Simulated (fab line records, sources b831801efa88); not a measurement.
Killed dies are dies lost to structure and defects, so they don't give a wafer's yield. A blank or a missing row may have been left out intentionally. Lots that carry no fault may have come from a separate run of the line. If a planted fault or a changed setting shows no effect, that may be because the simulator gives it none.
A lot that was struck, set against a sound lot / flow sky130 / 17 out of 708 route steps
Sound: wafers L709.4, L709.5, L709.6. Struck: wafers L712.3, L712.4, L712.6. Last of all comes the cause.
Per side, at each step with rows, come the tool, then ch with its chambers, and then its first start. Under that, the readings that differ: sound wafers / struck wafers / difference of the means / sigmas: that difference in standard deviations of wafers without a fault.
alike: readings whose means differ by less than 2 such deviations, and words and numbers that are the same on both sides. not compared: withheld readings, readings that some wafer has no value for, bounds like >300 that may hide the same value, and numbers for which the record gives no deviation and whose values overlap.
A row with sigmas, a row that says differs or no value, or rows on one side alone: a step with any of these is where the two part. Non-overlapping numbers with no deviation appear without sigmas and do not part them. Lack of a reading on every wafer of one side parts them only where that side has two or more wafers.

SKY_VT_ADJUST_LVTN_OVL_MEAS_07:
  struck on overlay-01, day 11 20:35; sound on overlay-02, day 10 04:11
  alike: VT_ADJUST_LVTN_OVL
following that, these wafers have no rows for 1 step: SKY_VT_ADJUST_LVTN_IMPLANT_08.
SKY_VT_ADJUST_LVTN_STRIP_09: strips in O2/N2.
  sound on plasma asher-04 ch 0,1, day 10 04:23; struck on plasma asher-04 ch 0,1, day 11 20:47
  alike: drypump motor current A, oes product au, strip time to endpoint s
  not compared: rf hours counter h
SKY_VT_ADJUST_LVTN_TW_MEAS_10:
  struck on film metro-01, day 11 20:53; sound on film metro-02, day 10 04:29
  alike: VT_ADJUST_LVTN_TW
then, 7 steps without rows for these wafers: SKY_VT_ADJUST_LVTN_DEHYDRATE_11 (time 60 s); SKY_VT_ADJUST_LVTN_HMDS_12 (prime time 60 s); SKY_VT_ADJUST_LVTN_COAT_13 (resist thk 1140 nm); SKY_VT_ADJUST_LVTN_SOFTBAKE_14 (time 60 s); SKY_VT_ADJUST_LVTN_EXPOSE_15 (exposes mask HVN STD DERIVED, target cd 600 nm); SKY_VT_ADJUST_LVTN_PEB_16; SKY_VT_ADJUST_LVTN_DEVELOP_17 (develop time 60 s).
SKY_VT_ADJUST_LVTN_OVL_MEAS_18:
  struck on overlay-01, day 12 20:50; sound on overlay-01, day 11 03:47
  alike: VT_ADJUST_LVTN_01_OVL
SKY_VT_ADJUST_LVTN_IMPLANT_19:
  sound on implanter-03 ch 0, day 11 03:53; struck on implanter-03 ch 0, day 12 20:55
reading=dose ions cm2; sound=6.496e+11 6.499e+11 6.505e+11; struck=8.138e+11 8.133e+11 8.121e+11; difference=+1.631e+11; sigmas=+99 or more
reading=faraday current uA; sound=3.73 3.72 3.73; struck=4.56 4.76 4.77; difference=+0.97; sigmas=+13
  alike: beam on s
SKY_VT_ADJUST_LVTN_STRIP_20: strips in O2/N2.
  sound on plasma asher-04 ch 0,1, day 11 03:59; struck on plasma asher-02 ch 0,1, day 12 21:02
  alike: drypump motor current A, oes product au, strip time to endpoint s
  not compared: rf hours counter h
SKY_VT_ADJUST_LVTN_TW_MEAS_21:
  struck on film metro-04, day 12 21:08; sound on film metro-01, day 11 04:05
reading=VT_ADJUST_LVTN_2_TW; sound=189.2 189.5 190.0; struck=198.7 198.3 198.7; difference=+9.0; sigmas=+4
then, 1 step without rows for these wafers: SKY_VT_ADJUST_NCORE_DEHYDRATE_00 (time 60 s).
-- here the record skips 37 days between the struck wafers' starts before and after, leaving off in module VT_ADJUST_NCORE and picking up in module PAD_OPEN (first step shown: number 708 of the route) --
SKY_PAD_OPEN_PROBE_99:
  struck on prober-01, day 49 19:59; sound on prober-01, day 48 17:26
reading=model.etest.res pwell under gate.rs ohm sq; sound=2300 2305 2283; struck=2262 2274 2271; difference=-27; sigmas=
reading=model.etest.nfet g5v0d10v5.vt sat v (V); sound=0.7575 0.7594 0.7615; struck=0.7863 0.7654 0.7643; difference=+0.0125; sigmas=
  alike: killed_at_M0_to_M3, killed_at_M4_up, killed at contacts, killed at front end, killed at other, killed dies, killed open, killed short
  not compared: model.etest.nfet g5v0d10v5.body rise v, model.etest.nfet_16v.body rise v

## WHERE THEY PART
Earliest at SKY_VT_ADJUST_LVTN_IMPLANT_19; latest, in this record, at SKY_VT_ADJUST_LVTN_TW_MEAS_21. Later steps at which nothing parts them and some readings are alike: SKY_PAD_OPEN_PROBE_99.

WHY: the cause the simulator had injected
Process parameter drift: implanter-03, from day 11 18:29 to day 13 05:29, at SKY_VT_ADJUST_LVTN_IMPLANT_19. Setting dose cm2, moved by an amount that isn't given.
